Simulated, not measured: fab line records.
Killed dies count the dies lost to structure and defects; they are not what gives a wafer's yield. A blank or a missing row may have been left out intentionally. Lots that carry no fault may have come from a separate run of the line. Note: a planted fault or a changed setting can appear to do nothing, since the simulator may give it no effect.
fab line records	flow sky130
record: lots: 14	wafers: 38	last_day: 50
route steps=708 shown METAL3@566 VIA3@585 PAD_OPEN@708
lots that met no fault: taken from a fault-free run of the same line
start_h: the number of hours between the record's first day and the start of the first shown wafer of the lot	wait_h: time in hours since the lot's previous step	" as in the row above	L1.1+2: one row covering several wafers at once	- no value, or no start was given	* or withheld: withheld	< > ~ a bound
route shown NAME@n: NAME is a module with steps in the file, n the number in the route of the first one	usual: the fault-free wafers' mean and standard deviation	same: alike in all rows	chamber/n: place in a boat	sites: the reading at each site	_std_site: the values' standard deviation	_edge_site: inner sites' mean taken away from outer sites' mean	radius_mm: how far each site lies from the wafer's centre	mask NAME#n: copy n	behind: the most recent tool/chamber to have shaped the wafer	hold: the reason the lot was held/the length of the hold in hours/how it ended	device: the n, p or np transistor that did not switch	end of line: at the end of the route, the tests of the same wafers	for a step that has no rows: nothing shown but its recipe	killed: at the first sort, the dies lost to defects and structure; wafer yield is something else	map: the dies of a wafer, with x for killed, . for not killed, _ for no die there
set.NAME: setting as actually run; set.NAME@STEP: the setting as run at that earlier step	model.NAME: the simulator's own value behind a step, which no gauge read
route steps across a sampled set of lots; one table per step, one row per wafer
services: a tool's chamber out of use, with start hour (start_h, from the record's first day; less than 0 if before it), hours out, and reason
== steps ==
step: SKY_METAL3_ETCH_16
recipe: chemistry: N2/H2	target: BARC	ion_energy_ev: 200	bias_w: 100	pressure_mtorr: 30	n2_flow_sccm: 100	h2_flow_sccm: 200	icp_w: 500	stop_on: SiO2	time_s: 88.2	target_depth_a: 600
usual: drypump_motor_current_A: 5.6/0.61	oes_product_au: 0.625/0.0047	throttle_valve_pct: 13.205/0.0084
lot.wafer	tool	chamber	start_h	wait_h	drypump_motor_current_A	oes_product_au	rf_hours_counter_h	throttle_valve_pct
L654.3	rie_metal-04	1	916.77	0.0	5.2	0.626	-	13.188
L654.4	"	0	"	"	4.7	0.625	-	13.205
L654.6	"	1	"	"	5.2	0.624	-	13.196
L656.1	rie_metal-03	1	922.97	0.0	6.6	0.629	16	13.198
L656.2	"	0	"	"	5.6	0.628	3	13.214
L656.3	"	1	"	"	6.6	0.618	-	13.201
L657.3	rie_metal-02	1	928.47	0.0	6.0	0.618	-	13.210
L657.4	"	0	"	"	5.2	0.622	-	13.203
L657.5	"	0	"	"	5.2	0.623	-	13.208
L658.2	rie_metal-03	0	933.28	0.0	5.7	0.631	4	13.196
L658.4	"	0	"	"	5.7	0.615	-	13.205
L658.6	"	0	"	"	5.7	0.622	-	13.200
L659.3	rie_metal-04	1	938.58	0.0	5.2	0.629	-	13.218
L659.5	"	1	"	"	5.2	0.624	-	13.199
L659.6	"	0	"	"	4.7	0.625	-	13.217
L661.2	rie_metal-03	0	951.63	0.0	5.7	0.630	5	13.214
L661.3	"	1	"	"	6.6	0.625	-	13.189
L661.6	"	1	"	"	6.6	0.623	-	13.207
L662.2	rie_metal-04	0	957.67	0.0	4.7	0.634	6	13.203
L662.5	"	0	"	"	4.7	0.622	-	13.206
L662.6	"	1	"	"	5.2	0.621	-	13.199
L663.1	rie_metal-03	0	967.70	0.0	5.7	0.629	5	13.202
L663.3	"	0	"	"	5.7	0.634	-	13.192
L663.4	"	1	"	"	6.5	0.628	-	13.196
L664.4	rie_metal-04	0	976.03	0.0	4.7	0.618	-	13.199
L664.5	"	1	"	"	5.2	0.626	-	13.207
L664.6	"	0	"	"	4.7	0.623	-	13.202
L665.1	rie_metal-03	0	984.80	0.0	5.7	0.630	7	13.190
L665.2	"	1	"	"	6.6	0.636	19	13.201
L665.3	"	0	"	"	5.7	0.623	-	13.198
L666.1	rie_metal-02	0	986.93	0.0	5.2	0.620	17	13.201
L666.3	"	0	"	"	5.2	0.621	-	13.202
L666.5	"	0	"	"	5.2	0.627	-	13.205
L675.5	rie_metal-04	0	1045.80	0.1	4.7	0.626	-	13.203
L676.4	rie_metal-04	1	1048.08	0.0	5.2	0.629	-	13.214
L676.5	"	1	"	"	5.2	0.630	-	13.199
L676.6	"	0	"	"	4.7	0.625	-	13.207
L677.6	rie_metal-03	0	1053.89	0.2	5.6	0.628	-	13.203
step: SKY_METAL3_ETCH_17
recipe: target: SiO2	stop_on: TiN	chemistry: C4F8/O2/Ar	source_w: 1500	bias_w: 1200	pressure_mtorr: 40	c4f8_flow_sccm: withheld	O2_flow_sccm: 6	Ar_flow_sccm: 300	time_s: 3.9	target_depth_a: 150
usual: oes_product_au: 0.756/0.0084
lot.wafer	tool	chamber	start_h	wait_h	oes_product_au	rf_hours_counter_h
L654.3	rie_diel-03	0	916.83	0.0	0.732	8
L654.4	"	1	"	"	0.763	7
L654.6	"	2	"	"	0.751	-
L656.1	rie_diel-01	1	923.07	0.1	0.754	14
L656.2	"	2	"	"	0.751	9
L656.3	"	0	"	"	0.763	18
L657.3	rie_diel-03	3	928.53	0.0	0.758	4
L657.4	"	1	"	"	0.756	7
L657.5	"	2	"	"	0.755	-
L658.2	rie_diel-02	0	933.38	0.1	0.753	11
L658.4	"	3	"	"	0.765	12
L658.6	"	1	"	"	0.754	-
L659.3	rie_diel-01	0	938.65	0.0	0.741	19
L659.5	"	0	"	"	0.757	-
L659.6	"	3	"	"	0.758	-
L661.2	rie_diel-02	0	951.73	0.1	0.759	11
L661.3	"	1	"	"	0.749	11
L661.6	"	1	"	"	0.762	-
L662.2	rie_diel-02	1	957.77	0.1	0.762	11
L662.5	"	1	"	"	0.758	-
L662.6	"	0	"	"	0.756	-
L663.1	rie_diel-02	1	967.80	0.1	0.748	11
L663.3	"	2	"	"	0.749	17
L663.4	"	2	"	"	0.755	-
L664.4	rie_diel-03	1	976.11	0.0	0.758	-
L664.5	"	0	"	"	0.772	-
L664.6	"	2	"	"	0.766	-
L665.1	rie_diel-02	3	984.90	0.1	0.768	13
L665.2	"	2	"	"	0.759	17
L665.3	"	0	"	"	0.768	12
L666.1	rie_diel-02	2	987.03	0.1	0.735	18
L666.3	"	3	"	"	0.754	13
L666.5	"	3	"	"	0.752	-
L675.5	rie_diel-01	1	1045.84	0.0	0.762	-
L676.4	rie_diel-02	3	1048.15	0.0	0.761	15
L676.5	"	3	"	"	0.757	-
L676.6	"	2	"	"	0.764	-
L677.6	rie_diel-03	0	1053.94	0.0	0.762	-
step: SKY_VIA3_CD_MEAS_12
recipe: target_cd_nm: 200
usual: cd_nm: 200.0/1.7
lot.wafer	tool	chamber	start_h	wait_h	cd_nm
L654.3	cd_sem-01	-	943.82	-	199.7
L654.4	"	-	"	"	199.1
L654.6	"	-	"	"	198.4
L656.1	cd_sem-01	-	948.74	-	201.8
L656.2	"	-	"	"	200.5
L656.3	"	-	"	"	200.4
L657.3	cd_sem-01	-	954.12	-	202.5
L657.4	"	-	"	"	202.0
L657.5	"	-	"	"	202.7
L658.2	cd_sem-02	-	959.53	-	199.9
L658.4	"	-	"	"	200.4
L658.6	"	-	"	"	199.2
L659.3	cd_sem-01	-	964.77	-	202.7
L659.5	"	-	"	"	202.3
L659.6	"	-	"	"	202.1
L661.2	cd_sem-01	-	976.70	-	199.8
L661.3	"	-	"	"	200.0
L661.6	"	-	"	"	200.0
L662.2	cd_sem-02	-	983.65	-	201.0
L662.5	"	-	"	"	201.3
L662.6	"	-	"	"	200.2
L663.1	cd_sem-01	-	993.20	-	199.6
L663.3	"	-	"	"	201.4
L663.4	"	-	"	"	200.3
L664.4	cd_sem-01	-	1001.34	-	197.4
L664.5	"	-	"	"	197.9
L664.6	"	-	"	"	196.8
L665.1	cd_sem-01	-	1010.20	-	197.1
L665.2	"	-	"	"	196.4
L665.3	"	-	"	"	197.7
L666.1	cd_sem-01	-	1012.10	-	200.6
L666.3	"	-	"	"	202.6
L666.5	"	-	"	"	200.6
L675.5	cd_sem-02	-	1068.58	-	199.1
L676.4	cd_sem-01	-	1071.81	-	198.1
L676.5	"	-	"	"	197.5
L676.6	"	-	"	"	198.4
L677.6	cd_sem-02	-	1077.33	-	200.7
step: SKY_VIA3_STRIP_16
recipe: chemistry: O2/N2	power_w: 1400	pressure_mtorr: 1500	platen_temp_c: withheld	o2_flow_sccm: 3000	n2_flow_sccm: 300	overash_fraction: 0.5
usual: chamber_pressure_mTorr: 1499.8/1.3	drypump_motor_current_A: 5.8/0.55	oes_product_au: 0.402/0.0048	strip_time_to_endpoint_s: 4.14/0.038
lot.wafer	tool	chamber	start_h	wait_h	chamber_pressure_mTorr	drypump_motor_current_A	oes_product_au	rf_hours_counter_h	strip_time_to_endpoint_s
L654.3	plasma_asher-02	1	944.07	0.1	1501.8	5.0	0.396	-	4.12
L654.4	"	0	"	"	1497.4	6.0	0.408	-	4.11
L654.6	"	1	"	"	1499.7	5.0	0.397	-	4.17
L656.1	plasma_asher-01	1	949.00	0.0	1503.9	6.7	0.408	20	4.14
L656.2	"	0	"	"	1497.9	5.6	0.398	20	4.12
L656.3	"	0	"	"	1499.3	5.6	0.398	-	4.11
L657.3	plasma_asher-01	1	954.37	0.1	1502.1	6.7	0.402	-	4.17
L657.4	"	0	"	"	1499.7	5.6	0.411	-	4.12
L657.5	"	1	"	"	1501.6	6.7	0.399	-	4.15
L658.2	plasma_asher-02	1	959.77	0.0	1503.0	5.0	0.407	55	4.13
L658.4	"	1	"	"	1499.8	4.9	0.404	-	4.07
L658.6	"	0	"	"	1502.3	6.0	0.400	-	4.11
L659.3	plasma_asher-04	1	965.02	0.1	1499.0	5.6	0.402	-	4.13
L659.5	"	0	"	"	1499.6	5.9	0.397	-	4.12
L659.6	"	1	"	"	1499.9	5.6	0.409	-	4.12
L661.2	plasma_asher-04	0	976.94	0.0	1500.2	5.9	0.405	118	4.19
L661.3	"	1	"	"	1499.9	5.6	0.411	-	4.15
L661.6	"	1	"	"	1502.3	5.6	0.399	-	4.20
L662.2	plasma_asher-01	0	983.89	0.0	1501.6	5.6	0.402	23	4.10
L662.5	"	1	"	"	1497.5	6.7	0.405	-	4.14
L662.6	"	0	"	"	1500.5	5.6	0.406	-	4.10
L663.1	plasma_asher-02	1	993.45	0.0	1499.1	5.0	0.401	58	4.09
L663.3	"	1	"	"	1503.0	5.0	0.396	-	4.16
L663.4	"	0	"	"	1500.2	6.0	0.400	-	4.16
L664.4	plasma_asher-02	0	1001.57	0.0	1499.7	6.0	0.409	-	4.11
L664.5	"	0	"	"	1497.5	6.0	0.405	-	4.12
L664.6	"	1	"	"	1500.6	5.0	0.398	-	4.13
L665.1	plasma_asher-04	0	1010.45	0.0	1499.3	5.9	0.401	122	4.12
L665.2	"	1	"	"	1499.1	5.6	0.411	122	4.12
L665.3	"	1	"	"	1501.5	5.6	0.403	-	4.15
L666.1	plasma_asher-01	1	1012.35	0.0	1500.5	6.7	0.405	26	4.13
L666.3	"	0	"	"	1502.0	5.5	0.401	-	4.12
L666.5	"	1	"	"	1499.2	6.7	0.399	-	4.17
L675.5	plasma_asher-01	1	1068.82	0.1	1799.8	6.7	0.392	-	3.99
L676.4	plasma_asher-01	1	1072.04	0.1	1799.4	6.7	0.408	-	4.02
L676.5	"	0	"	"	1500.1	5.6	0.400	-	4.12
L676.6	"	1	"	"	1800.5	6.8	0.404	-	4.02
L677.6	plasma_asher-01	1	1077.56	0.1	1801.0	6.7	0.408	-	3.95
step: SKY_PAD_OPEN_PROBE_99
usual: killed_at_M0_to_M3: 42/6.8	killed_at_M4_up: 3.4/1.8	killed_at_contacts: 25/5.7	killed_at_front_end: 16/4.8	killed_at_other: 0.2/0.39	killed_dies: 87/9.6	killed_open: 47/6.9	killed_short: 40/6.3
same: gross_dies: 492	killed_at_back_side: 0
lot.wafer	tool	chamber	start_h	wait_h	killed_at_M0_to_M3	killed_at_M4_up	killed_at_contacts	killed_at_front_end	killed_at_other	killed_dies	killed_open	killed_short
L664.4	prober-01	-	1138.83	0.2	49	6	19	17	0	91	52	39
L664.5	prober-01	-	1138.88	0.2	48	2	24	14	0	88	48	40
L664.6	prober-01	-	1138.93	0.2	32	1	20	11	0	64	40	24
killed by level:class
L664.4 VIA1:geometric_particle:open=12 CONTACT:geometric_particle:open=9 VIA3:geometric_particle:open=8 VIA2:geometric_particle:open=7 POLY_GATE:geometric_particle:short=6 FIELD_ISO:geometric_particle:open=4 POLY_GATE:geometric_particle:open=4 LI_CONTACT:geometric_particle:open=4
L664.5 VIA1:geometric_particle:open=12 VIA3:geometric_particle:short=9 VIA3:geometric_particle:open=8 LI_CONTACT:geometric_particle:open=7 CONTACT:geometric_particle:open=7 VIA2:geometric_particle:open=6 POLY_GATE:geometric_particle:short=4 POLY_GATE:geometric_particle:open=4
L664.6 VIA1:geometric_particle:open=10 CONTACT:geometric_particle:open=8 VIA2:geometric_particle:short=6 VIA2:geometric_particle:open=5 LI_CONTACT:geometric_particle:open=5 POLY_GATE:geometric_particle:short=4 POLY_GATE:geometric_particle:open=4 FIELD_ISO:geometric_particle:short=2
== services ==
tool	chamber	start_h	hours	kind
rie_diel-02	1	896.29	9.5	repair
plasma_asher-04	-	945.25	3.0	repair
rie_diel-03	-	947.44	4.3	pm
plasma_asher-04	-	947.79	2.3	repair
rie_diel-02	3	964.56	14.0	repair
rie_diel-02	1	972.04	44.8	repair
rie_diel-03	3	975.54	5.2	repair
plasma_asher-01	-	980.87	0.3	repair
rie_metal-03	-	986.79	14.6	pm
plasma_asher-04	-	1029.31	21.5	pm
rie_metal-03	1	1046.79	-	clean
rie_metal-03	1	1046.79	16.6	scheduled_down
rie_metal-03	1	1046.79	16.6	vent_cycle
plasma_asher-04	-	1055.25	9.0	pm
plasma_asher-04	0	1055.25	9.0	vent_cycle
plasma_asher-04	1	1055.25	9.0	vent_cycle
plasma_asher-04	0	1064.25	-	clean
plasma_asher-04	1	1064.25	-	clean
rie_metal-03	0	1066.89	5.6	repair
rie_diel-03	0	1071.98	12.2	repair
== key ==
first_sign: step: SKY_VIA3_STRIP_16	reading: chamber_pressure_mTorr	direction: up	sigmas: 99+	usual: 1499.8	struck: 1800.2
effect: step: SKY_VIA3_STRIP_16	reading: strip_time_to_endpoint_s	direction: down	sigmas: 3.8	usual: *	struck: *
met_at SKY_VIA3_STRIP_16
struck_lots L675,L676,L677
struck_wafers L675.5,L676.4,L676.6,L677.6
tester_left_out L675,L677
not_acting_at SKY_METAL3_ETCH_16,SKY_METAL3_ETCH_17,SKY_VIA3_CD_MEAS_12
onset_between 1012.35 1068.82
earlier_fault: kind: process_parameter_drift	tool: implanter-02	chamber: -	onset_h: 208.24	steps: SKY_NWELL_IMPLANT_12	channel: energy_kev	offset: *	shape: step	end_h: 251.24	acts_in: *	stated: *
fault: kind: process_parameter_drift	tool: plasma_asher-01	chamber: 1	onset_h: 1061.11	steps: SKY_VIA3_STRIP_16	channel: pressure_mtorr	offset: 300	shape: step	acts_in: these_recipes_only	stated: 1500
tester_left_out: of these lots the tester's yield and bins aren't shown, on N5 and GAA mostly nor the transistor test; their killed dies are dies lost to structure and defects alone, not to doping, threshold or leakage, so they don't give the yield
